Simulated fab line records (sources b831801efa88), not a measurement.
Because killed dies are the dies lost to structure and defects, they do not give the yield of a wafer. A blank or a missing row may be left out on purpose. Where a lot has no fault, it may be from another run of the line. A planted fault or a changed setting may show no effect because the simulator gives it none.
A lot that was struck, set against a sound lot | flow sky130 | 21 steps out of a route of 708
Sound: the wafers L755.2, L755.4, L755.5. Wafers struck: L759.1, L759.3, L759.6. Last of all comes the cause.
Order at every step that has rows: each side's tool, ch and its chambers, its first start. Under that, the readings that differ: sound wafers | struck wafers | difference of the means | sigmas: that difference in standard deviations of wafers without a fault.
alike: same words and numbers on both sides, and readings whose means sit less than 2 such deviations apart. not compared: any withheld reading, any reading some wafer has no value for, any bound like >300 that may hide the same value, and any number with overlapping values for which the record gives no deviation.
Wherever a step has rows on one side only, a row that says differs or no value, or a row with sigmas, the two part there. Numbers that have no deviation but don't overlap get no sigmas and don't part them. A reading missing from all wafers of one side parts the sides only when that side holds two or more wafers.

first, 1 step without rows for these wafers: SKY_METAL2_SPUTTER_00 (material Ti, target thk 15 nm, time 10 s).
SKY_METAL2_SPUTTER_01: material TiN, target thk 20 nm, time 16.7 s.
  sound: pvd-sputter-02 at day 38 04:09; struck: pvd-sputter-04 at day 38 23:39
  alike: throttle-valve-pct
SKY_METAL2_SPUTTER_02: material AlCu, target thk 250 nm, time 13.3 s.
  sound: pvd-sputter-02 at day 38 04:10; struck: pvd-sputter-04 at day 38 23:41
  alike: throttle-valve-pct
SKY_METAL2_SPUTTER_03: material Ti, target thk 5 nm, time 3.3 s.
  sound: pvd-sputter-02 at day 38 04:12; struck: pvd-sputter-04 at day 38 23:42
  alike: throttle-valve-pct
then, 1 step without rows for these wafers: SKY_METAL2_SPUTTER_04 (material TiN, target thk 70 nm, time 58.3 s).
SKY_METAL2_RS_MEAS_05: a four-point-probe measurement.
  sound: film-metro-03 at day 38 04:17; struck: film-metro-03 at day 38 23:46
  alike: METAL2_ALCU_RS
SKY_METAL2_THK_MEAS_06: measures by xrf.
  sound: film-metro-03 at day 38 04:23; struck: film-metro-03 at day 38 23:53
  alike: METAL2_ALCU_THK
then, 5 steps without rows for these wafers: SKY_METAL2_DEHYDRATE_07 (time 60 s); SKY_METAL2_HMDS_08 (prime time 60 s); SKY_METAL2_COAT_09 (resist thk 60 nm); SKY_METAL2_COAT_10 (resist thk 450 nm); SKY_METAL2_SOFTBAKE_11 (time 90 s).
SKY_METAL2_EXPOSE_12: exposes mask MM2, target cd 140 nm.
  sound on krf-scanner-02 ch 0, day 38 17:17; struck on krf-scanner-02 ch 0, day 39 12:45
  reading              | sound             | struck            | difference | sigmas
  exposure-dose-mJ-cm2 | 27.91 27.91 27.91 | 18.98 18.94 18.91 | -8.97      | -33
  alike: mask, focus-offset-nm
then, 2 steps without rows for these wafers: SKY_METAL2_PEB_13; SKY_METAL2_DEVELOP_14 (develop time 60 s).
SKY_METAL2_CD_MEAS_15: target cd 140 nm.
  sound: cd-sem-01 at day 39 06:14; struck: cd-sem-02 at day 40 01:19
  reading    | sound             | struck            | difference | sigmas
  cd-nm (nm) | 140.3 141.3 140.3 | 213.4 211.2 211.6 | +71.4      | +51
SKY_METAL2_OVL_MEAS_16:
  sound: overlay-02 at day 39 06:21; struck: overlay-01 at day 40 01:26
  alike: METAL2_OVL
SKY_METAL2_DESCUM_17: chemistry O2, time 8 s.
  sound on rie-metal-03 ch 0,1, day 39 06:23; struck on rie-metal-03 ch 1, day 40 01:29
  reading                 | sound             | struck            | difference | sigmas
  model.METAL2.cd-nm (nm) | 140.5 140.5 139.7 | 212.9 211.2 211.3 | +71.6      |
  alike: drypump-motor-current-A, oes-product-au
  not compared: rf-hours-counter-h
SKY_METAL2_ETCH_18: etches BARC in N2/H2, stops on SiO2, time 45.9 s, target depth 60 nm.
  sound on rie-metal-03 ch 0,1, day 39 06:25; struck on rie-metal-03 ch 1, day 40 01:31
  alike: drypump-motor-current-A, oes-product-au, throttle-valve-pct
  not compared: rf-hours-counter-h
SKY_METAL2_METAL_ETCH_19: etches the open film in Cl2/BCl3, stops on SiO2, target depth 360 nm, time 78 s.
  sound on rie-metal-03 ch 0,1, day 39 06:28; struck on rie-metal-03 ch 1, day 40 01:34
  reading                 | sound             | struck            | difference | sigmas
  model.METAL2.cd-nm (nm) | 138.1 145.9 143.4 | 213.9 214.1 212.1 | +70.9      |
  alike: drypump-motor-current-A, oes-product-au, throttle-valve-pct
  not compared: rf-hours-counter-h
SKY_METAL2_STRIP_20: strips in O2/N2.
  sound on plasma-asher-01 ch 0,1, day 39 06:34; struck on plasma-asher-03 ch 0,1, day 40 01:40
  alike: drypump-motor-current-A, oes-product-au, strip-time-to-endpoint-s
  not compared: rf-hours-counter-h

## WHERE THEY PART
First at SKY_METAL2_EXPOSE_12; last, within this record, at SKY_METAL2_CD_MEAS_15. Later steps at which nothing parts them and some readings are alike: SKY_METAL2_OVL_MEAS_16, SKY_METAL2_DESCUM_17, SKY_METAL2_ETCH_18, SKY_METAL2_METAL_ETCH_19, SKY_METAL2_STRIP_20.

WHY: what the simulator had put in
Drift in process parameters on krf-scanner-02 at SKY_METAL2_EXPOSE_12, starting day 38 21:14. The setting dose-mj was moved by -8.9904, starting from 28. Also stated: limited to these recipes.
